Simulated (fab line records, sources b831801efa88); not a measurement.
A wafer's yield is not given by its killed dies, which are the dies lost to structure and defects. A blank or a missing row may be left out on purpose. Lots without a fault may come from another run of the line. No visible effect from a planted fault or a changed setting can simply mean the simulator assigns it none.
The same fault as seen by 2 desks / flow sky130 / each desk has only its own numbers; what lay behind them comes last

== THE METROLOGY DESK ==
What the gauges read, lot by lot, whatever tool the lot ran on: means of the sampled wafers that have a number. A lot is out of limits, marked OUT, if its mean lies more than 4 standard deviations from the usual mean; the brackets give that distance.
Columns: A = VT_ADJUST_PCH_TW at SKY_VT_ADJUST_PCH_TW_MEAS_10, usual 141.7
lot=L321; first seen here=day 10 16:40; A=142.1
lot=L322; first seen here=day 11 01:41; A=140.8
lot=L324; first seen here=day 11 19:39; A=143.0
lot=L327; first seen here=day 13 04:04; A=141.9
lot=L330; first seen here=day 14 08:28; A=140.0
lot=L331; first seen here=day 15 11:25; A=140.5
lot=L333; first seen here=day 15 18:25; A=142.4
lot=L336; first seen here=day 16 02:54; A=141.7
lot=L337; first seen here=day 16 16:59; A=141.2
lot=L339; first seen here=day 16 22:37; A=141.5
lot=L342; first seen here=day 17 10:11; A=142.0
lot=L343; first seen here=day 17 23:18; A=141.2
Result from this desk: across the 12 lots, nothing is out of limits.

== THE TOOL OWNER'S DESK: lithoTrack-02 ==
At SKY_DNWELL_DEHYDRATE_00 (time 60 s), the tool's own readings, given per lot that ran on this tool as the mean of the sampled wafers with a number. A lot is out of limits, marked OUT, if its mean lies more than 4 standard deviations from the usual mean; the brackets give that distance.
Columns: A = runLengthS at SKY_DNWELL_DEHYDRATE_00, usual 89.10 s
lot=L321; first seen here=day 3 03:10; A=89.04
lot=L322; first seen here=day 3 10:13; A=89.03
lot=L327; first seen here=day 4 18:13; A=89.01
lot=L330; first seen here=day 5 11:44; A=88.95
lot=L331; first seen here=day 6 05:55; A=88.91
lot=L333; first seen here=day 6 12:54; A=95.10 (+30) OUT
lot=L337; first seen here=day 7 02:56; A=95.36 (+31) OUT
lot=L339; first seen here=day 7 06:28; A=95.31 (+31) OUT
This desk finds L333, L337, L339 out of limits, L333 being first, at day 6 12:54 (runLengthS at SKY_DNWELL_DEHYDRATE_00). In limits: L321, L322, L327, L330, L331.

== BROUGHT TOGETHER ==
At day 6 12:54, on L333, L337, L339, the tool owner's desk was in a position to raise an alarm.
The metrology desk saw nothing out of limits.
The metrology desk holds a record of L333, L337, L339, inside its limits.
On lithoTrack-02, each named lot ran SKY_DNWELL_DEHYDRATE_00.

== WHAT HAD BEEN PUT IN BY THE SIMULATOR ==
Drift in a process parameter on lithoTrack-02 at SKY_DNWELL_DEHYDRATE_00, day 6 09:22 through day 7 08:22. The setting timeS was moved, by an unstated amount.
Shown lots that were struck: L333, L337, L339.
Time in hours from fault onset to the first out-of-limits reading at each desk: the tool owner's desk, 4.
